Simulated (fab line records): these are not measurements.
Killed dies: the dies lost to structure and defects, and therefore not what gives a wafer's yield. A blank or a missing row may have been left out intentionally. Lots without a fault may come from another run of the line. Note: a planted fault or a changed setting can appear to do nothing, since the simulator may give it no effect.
2 desks looking at one fault :: flow gf180mcu :: every desk sees just its own numbers, and what lay behind them comes last

THE METROLOGY DESK
Means of the sampled wafers that have a number, per lot and without regard to the tool the lot ran on: this is what the gauges read. If a lot's mean is further than 4 standard deviations from the usual mean, the lot is out of limits and carries the mark OUT (the distance appears in the brackets).
Columns: A = M1_OVL at GF_M1_OVL_MEAS_15, usual 2 nm; B = V1_W_RS at GF_V1_RS_MEAS_24, usual 0.329 ohm/sq; C = V1_W_THK at GF_V1_THK_MEAS_25, usual 341 nm
lot: L688
first seen here: day 16 22:02
A: 0
B: 0.327
C: 344

lot: L692
first seen here: day 18 19:17
A: -4
B: 0.331
C: 340

lot: L695
first seen here: day 19 22:16
A: 6
B: 0.316 (-4.4) OUT
C: 349

lot: L696
first seen here: day 20 03:40
A: 3
B: 0.328
C: 341

lot: L698
first seen here: day 20 19:16
A: -5
B: 0.316 (-4.2) OUT
C: 362 (+4.6) OUT

lot: L700
first seen here: day 21 14:29
A: 11
B: 0.327
C: 345

lot: L706
first seen here: day 23 18:59
A: 3
B: 0.336
C: 333

lot: L708
first seen here: day 24 09:59
A: 2
B: 0.327
C: 345

lot: L709
first seen here: day 24 12:08
A: 3
B: 0.329
C: 338

lot: L710
first seen here: day 24 16:07
A: 2
B: 0.329
C: 342

lot: L711
first seen here: day 25 05:28
A: -1
B: 0.327
C: 345
This desk finds L695, L698 out of limits, with the earliest case on L695 at day 21 00:34 (V1_W_RS at GF_V1_RS_MEAS_24). L688, L692, L696, L700, L706, L708, L709, L710, L711 stayed within limits.

TOOL OWNER'S DESK, cvd w-02
The tool's own readings at GF_V1_CVD_23 (deposits W, target thk 350 nm, time 105.05 s): means of the sampled wafers that have a number, for each lot that ran on this tool. If a lot's mean is further than 4 standard deviations from the usual mean, the lot is out of limits and carries the mark OUT (the distance appears in the brackets).
Columns: A = chamber pressure Torr at GF_V1_CVD_23, usual 40.01 Torr; B = heater power w at GF_V1_CVD_23, usual 869 W
lot: L688
first seen here: day 17 23:39
A: 39.99
B: 824

lot: L692
first seen here: day 19 22:09
A: 39.98
B: 835

lot: L695
first seen here: day 21 00:28
A: 44.32 (+51) OUT
B: 836

lot: L698
first seen here: day 21 21:28
A: 44.38 (+52) OUT
B: 853

lot: L708
first seen here: day 25 10:17
A: 40.02
B: 861

lot: L709
first seen here: day 25 12:00
A: 40.09
B: 831

lot: L710
first seen here: day 25 16:33
A: 39.90
B: 830

lot: L711
first seen here: day 26 04:35
A: 40.05
B: 840
Finding of this desk: L695, L698 out of limits; the first was L695 at day 21 00:28, on chamber pressure Torr at GF_V1_CVD_23. L688, L692, L708, L709, L710, L711 stayed within limits.

ALL TOGETHER
The tool owner's desk could have raised an alarm at day 21 00:28, on L695, L698.
On L695, L698, the metrology desk was in a position to raise an alarm at day 21 00:34.
On cvd w-02, each named lot ran GF_V1_CVD_23.

WHAT HAD BEEN PUT IN BY THE SIMULATOR
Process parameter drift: cvd w-02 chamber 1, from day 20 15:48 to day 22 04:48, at GF_V1_CVD_23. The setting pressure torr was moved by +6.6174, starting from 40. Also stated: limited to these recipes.
Shown lots that were struck: L695, L698.
Fault start to first reading out of limits, in hours, per desk: tool owner, 9; metrology, 9.
